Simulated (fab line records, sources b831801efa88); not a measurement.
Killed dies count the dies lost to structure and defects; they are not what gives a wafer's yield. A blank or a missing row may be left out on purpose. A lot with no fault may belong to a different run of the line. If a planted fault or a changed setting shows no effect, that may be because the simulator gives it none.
Which tool is to blame?    flow gf180mcu    Sampling: 24 lots, 72 wafers, 4 of 602 route steps

WHAT THE GAUGES READ, wafer by wafer
GF_V4_THK_MEAS_25: measures by xrf. Usual: for V4_W_THK the level is 350 nm and the standard deviation is 5.2.
lot   measured      on             V4_W_THK (nm)  flag
L074  day 24 19:14  film_metro-04  349 347 345    
L075  day 25 05:50  film_metro-04  347 346 343    
L077  day 25 07:07  film_metro-02  361 357 358    
L076  day 25 10:52  film_metro-04  344 347 344    
L078  day 25 22:34  film_metro-01  346 351 351    
L079  day 26 04:16  film_metro-02  359 359 363    
L080  day 26 17:16  film_metro-04  344 346 346    
L081  day 26 19:56  film_metro-02  354 350 353    
L082  day 27 10:49  film_metro-04  350 347 344    
L083  day 27 17:31  film_metro-02  352 348 352    
L084  day 27 22:44  film_metro-04  348 352 348    
L085  day 28 07:45  film_metro-04  342 343 347    
L086  day 28 14:03  film_metro-04  352 350 350    
L087  day 29 00:43  film_metro-01  351 347 353    
L089  day 29 12:36  film_metro-01  355 362 353    
L088  day 29 14:36  film_metro-04  345 344 346    
L091  day 30 01:51  film_metro-04  346 345 339    
L090  day 30 03:44  film_metro-01  358 350 354    
L092  day 30 12:31  film_metro-01  347 356 351    
L093  day 30 18:31  film_metro-04  340 348 343    
L095  day 30 21:17  film_metro-01  358 359 356    
L094  day 30 23:12  film_metro-04  352 351 348    
L096  day 31 08:09  film_metro-01  353 345 350    
L097  day 31 14:37  film_metro-04  341 349 348    

GF_V5_THK_MEAS_01. Usual: for V5_CVD_00_THK the level is 297 nm and the standard deviation is 3.1.
lot   measured      on             V5_CVD_00_THK (nm)  flag
L074  day 26 16:55  film_metro-03  296 297 301         
L075  day 27 02:00  film_metro-03  298 303 299         
L077  day 27 02:39  film_metro-01  299 300 296         
L076  day 27 06:36  film_metro-03  298 301 296         
L078  day 27 17:42  film_metro-03  296 298 296         
L079  day 27 23:19  film_metro-02  297 302 299         
L080  day 28 11:25  film_metro-01  294 296 298         
L081  day 28 14:50  film_metro-03  299 295 297         
L082  day 29 04:27  film_metro-01  300 293 295         
L083  day 29 11:01  film_metro-03  293 291 293         
L084  day 29 15:06  film_metro-03  295 294 291         
L085  day 30 00:32  film_metro-02  297 291 296         
L086  day 30 06:27  film_metro-02  296 303 295         
L087  day 30 15:58  film_metro-02  296 298 294         
L089  day 31 02:47  film_metro-01  292 294 297         
L088  day 31 04:36  film_metro-03  298 299 300         
L091  day 31 14:11  film_metro-02  296 296 296         
L090  day 31 16:05  film_metro-03  300 296 299         
L092  day 32 01:34  film_metro-03  298 296 298         
L093  day 32 06:40  film_metro-03  293 296 296         
L095  day 32 09:11  film_metro-02  293 297 294         
L094  day 32 11:28  film_metro-03  303 305 303         
L096  day 32 19:21  film_metro-02  303 296 298         
L097  day 33 01:53  film_metro-03  293 296 293         

TOOL THAT RAN EACH LOT (tool first, then ch and the chambers of the sampled wafers, then the start)
lot   GF_V4_CMP_26                   GF_M5_ETCH_09
L074  cmp-02 ch 0,1,2, day 24 19:21  rie_diel-03 ch 0,2, day 26 16:10
L075  cmp-01 ch 2,3, day 25 05:56    rie_diel-01 ch 1,2,3, day 27 01:16
L077  cmp-02 ch 0,2,3, day 25 07:13  rie_diel-04 ch 0,1,3, day 27 01:55
L076  cmp-02 ch 2,3, day 25 10:55    rie_diel-03 ch 0,2, day 27 05:52
L078  cmp-01 ch 2,3, day 25 22:37    rie_diel-01 ch 0,3, day 27 16:58
L079  cmp-02 ch 1,2, day 26 04:25    rie_diel-01 ch 0,1,3, day 27 22:22
L080  cmp-02 ch 2,3, day 26 17:21    rie_diel-03 ch 1,2,3, day 28 10:39
L081  cmp-01 ch 1,2,3, day 26 20:00  rie_diel-04 ch 0,1,3, day 28 14:07
L082  cmp-01 ch 1,3, day 27 11:09    rie_diel-04 ch 0,1,3, day 29 03:43
L083  cmp-02 ch 1,2, day 27 17:33    rie_diel-01 ch 1,2,3, day 29 10:16
L084  cmp-02 ch 0,1, day 27 22:48    rie_diel-03 ch 1,2, day 29 14:22
L085  cmp-01 ch 0,1,2, day 28 07:52  rie_diel-01 ch 0,1,3, day 29 23:48
L086  cmp-02 ch 0,2,3, day 28 14:07  rie_diel-03 ch 0,1,2, day 30 05:41
L087  cmp-01 ch 1,2, day 29 00:49    rie_diel-01 ch 0,1, day 30 15:13
L089  cmp-01 ch 0,1,2, day 29 12:42  rie_diel-03 ch 0,2,3, day 31 02:03
L088  cmp-01 ch 0,1, day 29 14:42    rie_diel-01 ch 1,2,3, day 31 03:52
L091  cmp-01 ch 0,1,3, day 30 01:54  rie_diel-03 ch 0,1,2, day 31 13:19
L090  cmp-01 ch 0,2,3, day 30 03:47  rie_diel-03 ch 0,1,3, day 31 14:58
L092  cmp-02 ch 0,1,3, day 30 12:40  rie_diel-01 ch 1,2,3, day 32 00:49
L093  cmp-01 ch 0,3, day 30 18:34    rie_diel-04 ch 0,1,2, day 32 05:48
L095  cmp-02 ch 0,1,3, day 30 21:21  rie_diel-03 ch 0,2,3, day 32 08:28
L094  cmp-01 ch 0,1,2, day 30 23:19  rie_diel-01 ch 1,2,3, day 32 10:39
L096  cmp-01 ch 1,2, day 31 08:16    rie_diel-03 ch 1,2,3, day 32 18:37
L097  cmp-01 ch 1,3, day 31 14:57    rie_diel-01 ch 1,2,3, day 33 01:09
- GF_V4_CMP_26: polishes, stops on SiO2, t overpolish 15 s, target thk 0 nm.
- GF_M5_ETCH_09: etches Si3N4 in CF4/O2, target depth 52 nm, time 11.6 s.

WHAT THE TOOLS THEMSELVES READ (means of the sampled wafers that have a number; where no wafer has one, the mark that the record gives instead)
GF_V4_CMP_26. Usual: motor_current_A 11.2 A, standard deviation 0.51; overpolish_run_s 15.001 s, standard deviation 0.0093; retaining_ring_pressure_frac 0.999, standard deviation 0.0047; time_to_endpoint_s 85 s, standard deviation 4.8.
lot   tool    motor_current_A (A)  overpolish_run_s (s)  retaining_ring_pressure_frac  time_to_endpoint_s (s)  flag
L074  cmp-02  11.4                 14.999                1.001                         77                      
L075  cmp-01  11.4                 14.994                0.992                         87                      
L077  cmp-02  11.5                 15.005                0.995                         79                      
L076  cmp-02  11.2                 15.002                1.001                         76                      
L078  cmp-01  11.2                 14.996                0.998                         82                      
L079  cmp-02  11.1                 14.998                1.000                         80                      
L080  cmp-02  10.7                 15.002                0.991                         82                      
L081  cmp-01  11.2                 15.000                1.000                         83                      
L082  cmp-01  11.0                 14.996                1.005                         86                      
L083  cmp-02  11.1                 15.001                1.001                         81                      
L084  cmp-02  12.0                 15.007                0.999                         82                      
L085  cmp-01  11.1                 15.002                0.995                         87                      
L086  cmp-02  11.3                 15.000                0.999                         80                      
L087  cmp-01  11.4                 15.006                0.997                         87                      
L089  cmp-01  11.4                 15.002                0.997                         90                      
L088  cmp-01  11.0                 15.006                0.997                         88                      
L091  cmp-01  11.4                 15.003                1.001                         85                      
L090  cmp-01  11.2                 14.998                1.001                         91                      
L092  cmp-02  11.2                 15.004                0.997                         84                      
L093  cmp-01  11.4                 15.000                0.998                         89                      
L095  cmp-02  11.4                 15.009                1.003                         88                      
L094  cmp-01  11.6                 15.001                0.996                         90                      
L096  cmp-01  10.8                 14.996                1.002                         84                      
L097  cmp-01  11.7                 15.005                1.002                         91                      

GF_M5_ETCH_09. Usual: O2_flow_sccm 9.998 sccm, standard deviation 0.029; drypump_motor_current_A 5.8 A, standard deviation 0.39; oes_product_au 1.002 a.u., standard deviation 0.0094; throttle_valve_pct 5.970 %, standard deviation 0.01.
lot   tool         O2_flow_sccm (sccm)  drypump_motor_current_A (A)  oes_product_au (a.u.)  throttle_valve_pct (%)  flag
L074  rie_diel-03  9.998                6.1                          1.010                  5.976                   
L075  rie_diel-01  10.021               5.5                          1.002                  5.963                   
L077  rie_diel-04  9.967                6.1                          0.999                  5.960                   
L076  rie_diel-03  10.033               5.9                          1.001                  5.968                   
L078  rie_diel-01  10.002               6.0                          1.008                  5.978                   
L079  rie_diel-01  10.002               5.8                          1.009                  5.967                   
L080  rie_diel-03  10.001               6.0                          1.003                  5.967                   
L081  rie_diel-04  10.018               6.1                          0.991                  5.979                   
L082  rie_diel-04  9.997                6.0                          0.996                  5.962                   
L083  rie_diel-01  10.001               5.5                          1.002                  5.983                   
L084  rie_diel-03  9.979                6.2                          1.005                  5.975                   
L085  rie_diel-01  9.998                5.8                          1.002                  5.976                   
L086  rie_diel-03  9.973                5.9                          1.012                  5.975                   
L087  rie_diel-01  9.983                6.0                          1.012                  5.978                   
L089  rie_diel-03  9.996                5.9                          0.996                  5.972                   
L088  rie_diel-01  10.011               5.5                          1.008                  5.977                   
L091  rie_diel-03  10.008               6.0                          1.008                  5.966                   
L090  rie_diel-03  9.993                5.7                          1.006                  5.964                   
L092  rie_diel-01  9.988                5.5                          1.002                  5.963                   
L093  rie_diel-04  9.976                5.9                          0.994                  5.963                   
L095  rie_diel-03  10.005               5.9                          0.999                  5.955                   
L094  rie_diel-01  10.013               5.5                          1.004                  5.974                   
L096  rie_diel-03  9.992                6.0                          1.009                  5.971                   
L097  rie_diel-01  10.006               5.5                          1.012                  5.972                   

THE ANSWER, worked out from the rows above alone
Rule: a lot counts as off when the mean over its wafers that have a number is more than 3 standard deviations away from the usual mean. A lot without any number at a reading at which 4 lots or more have one is off too. Any other lot the step has rows for is counted as sound. After the gauges, taken in route order, come the tools' own readings; for these a lot's mean is taken, as printed above. At the first step where some lot is off, the reading lying furthest off is the one used; lots without a number count as furthest.
None of the lots is off at any reading shown; this tells nothing.

WHAT THE SIMULATOR HAD PUT IN
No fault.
